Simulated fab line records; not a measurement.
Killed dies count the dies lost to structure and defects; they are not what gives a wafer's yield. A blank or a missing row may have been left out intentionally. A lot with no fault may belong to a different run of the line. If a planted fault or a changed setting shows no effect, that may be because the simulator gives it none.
Which tool did it? | flow sky130 | 10 lots with 30 wafers sampled at 3 steps, on a route of 708 steps

## WHAT EACH GAUGE READ, for each wafer
SKY_SPACER_THK_MEAS_01.
lot  | measured     | on            | SPACER_CVD_00_THK (nm)
L463 | day 23 08:22 | film_metro-03 | 42.1 42.1 42.1
L466 | day 24 15:26 | film_metro-04 | 42.4 42.6 42.3
L467 | day 24 22:17 | film_metro-03 | 42.6 42.8 42.8
L468 | day 25 16:13 | film_metro-04 | 43.5 43.5 43.4
L469 | day 25 20:56 | film_metro-03 | 42.2 42.2 42.5
L470 | day 26 02:06 | film_metro-03 | 43.9 43.4 43.5
L471 | day 26 08:02 | film_metro-04 | 43.7 43.5 43.4
L473 | day 27 13:49 | film_metro-03 | 50.5 50.4 50.5
L474 | day 27 23:15 | film_metro-04 | 49.6 49.6 49.5
L475 | day 28 00:35 | film_metro-04 | 50.6 50.8 50.2

## TOOL THAT RAN EACH LOT (tool first, then ch and the chambers of the sampled wafers, then the start)
lot  | SKY_FIELD_ISO_STRIP_16              | SKY_SPACER_CVD_00
L463 | plasma_asher-02 ch 0,1, day 2 09:29 | lpcvd-02 ch 0, day 23 07:10
L466 | plasma_asher-03 ch 0,1, day 3 02:14 | lpcvd-02 ch 0, day 24 14:13
L467 | plasma_asher-03 ch 0, day 3 06:55   | lpcvd-02 ch 0, day 24 21:05
L468 | plasma_asher-03 ch 0,1, day 3 11:56 | lpcvd-02 ch 1, day 25 15:01
L469 | plasma_asher-04 ch 0,1, day 3 17:47 | lpcvd-02 ch 1, day 25 19:43
L470 | plasma_asher-04 ch 0,1, day 3 22:29 | lpcvd-02 ch 0, day 26 00:53
L471 | plasma_asher-04 ch 0,1, day 4 03:47 | lpcvd-02 ch 0, day 26 06:50
L473 | plasma_asher-02 ch 0,1, day 4 13:50 | lpcvd-02 ch 1, day 27 12:35
L474 | plasma_asher-03 ch 0,1, day 4 20:07 | lpcvd-02 ch 0, day 27 22:03
L475 | plasma_asher-02 ch 0,1, day 5 00:40 | lpcvd-02 ch 0, day 27 23:23
- SKY_FIELD_ISO_STRIP_16: strips in O2/N2.
- SKY_SPACER_CVD_00: deposits Si3N4 from DCS/NH3, target thk 43.1 nm, time 740 s.

## THE ANSWER, worked out from the rows above alone
Rule: usual is defined by the lots themselves. The widest of any qualifying gaps counts: lots, ordered by their means at a reading, are off when they make up no more than a third of the lots, leave a main group of 4 or more, and stand apart from it by 3 or more times the standard deviation of that group's means. If all means in a main group match to the digits the tables above print for the reading, that group is not used. Also off: a lot with no number at a reading for which 4 or more lots have one. Where the step has rows for the other lots, those lots are counted as sound.
Off: L473, L474, L475, seen at SKY_SPACER_THK_MEAS_01 (SPACER_CVD_00_THK). Mean 42.9 nm and standard deviation 0.59 in the main group.
If a tool, at a process step before that reading, ran all the lots that are off and no sound lot after the first of them, it fits. Gauges at SKY_SPACER_THK_MEAS_01: tried the same way as those tools. One fits: lpcvd-02 at SKY_SPACER_CVD_00. A fault onset in the window from L471 (day 26 06:50, its last sound lot) to L473 (day 27 12:35, its first lot off) fits.

## WHAT WAS PUT IN BY THE SIMULATOR
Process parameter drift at SKY_SPACER_CVD_00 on lpcvd-02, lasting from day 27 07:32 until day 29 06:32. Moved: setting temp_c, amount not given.
Struck lots among those shown: L473, L474, L475. The rule above found the same.
